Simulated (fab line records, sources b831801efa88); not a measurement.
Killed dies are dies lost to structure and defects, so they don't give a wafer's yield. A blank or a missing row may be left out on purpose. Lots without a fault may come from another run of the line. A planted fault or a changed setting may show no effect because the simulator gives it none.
Chamber matching | flow gf180mcu | GF_POLY_GATE_ETCH_13 on rie_si-01: 4 sister chambers
The step etches poly-Si in HBr/Cl2, stops on SiO2, target depth 198.5 nm, time 69.6 s. 8 wafers are shown with their chamber, then 8 later ones without.

WAFERS WITH THEIR CHAMBER
wafer  | chamber | drypump_motor_current_A (A) | throttle_valve_pct (%)
L347.6 | 2       | 5.6                         | 33.672
L348.2 | 0       | 6.7                         | 33.679
L349.4 | 0       | 6.6                         | 33.703
L351.2 | 1       | 5.5                         | 33.668
L355.1 | 1       | 5.5                         | 33.683
L355.3 | 3       | 5.5                         | 33.693
L355.5 | 2       | 5.5                         | 33.691
L357.3 | 3       | 5.5                         | 33.684

WAFERS WITHOUT THEIR CHAMBER
wafer  | drypump_motor_current_A (A) | throttle_valve_pct (%)
L357.5 | 6.7                         | 33.681
L357.6 | 5.5                         | 33.702
L361.2 | 6.7                         | 33.678
L361.3 | 5.5                         | 33.681
L361.6 | 6.6                         | 33.693
L370.1 | 6.6                         | 33.691
L370.2 | 5.5                         | 33.677
L370.4 | 5.5                         | 33.682

WHICH CHAMBER EACH WENT THROUGH
wafer  | from the rows above          | in truth
L357.5 | 0                            | 0
L357.6 | can't be placed: 3 or 2 or 1 | 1
L361.2 | 0                            | 0
L361.3 | can't be placed: 1 or 3 or 2 | 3
L361.6 | 0                            | 0
L370.1 | 0                            | 0
L370.2 | can't be placed: 1 or 3 or 2 | 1
L370.4 | can't be placed: 3 or 1 or 2 | 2
Placed correctly: 4 of 8. Can't be placed from these rows: 4 (the true chamber is among the candidates in 4). Placed wrongly: 0.
How it was worked out, from the rows above alone: a wafer's distance from a chamber is the root of the sum, over the readings, of the square of ((its reading less the chamber's mean) divided by the reading's scatter). The wafer belongs to the nearest chamber; if the next one is less than 2 further off, it can't be placed. A chamber's mean is the mean of its shown wafers. The scatter: the root of (the sum of the squares of (reading less its chamber's mean) over the shown wafers, divided by (wafers less chambers)).
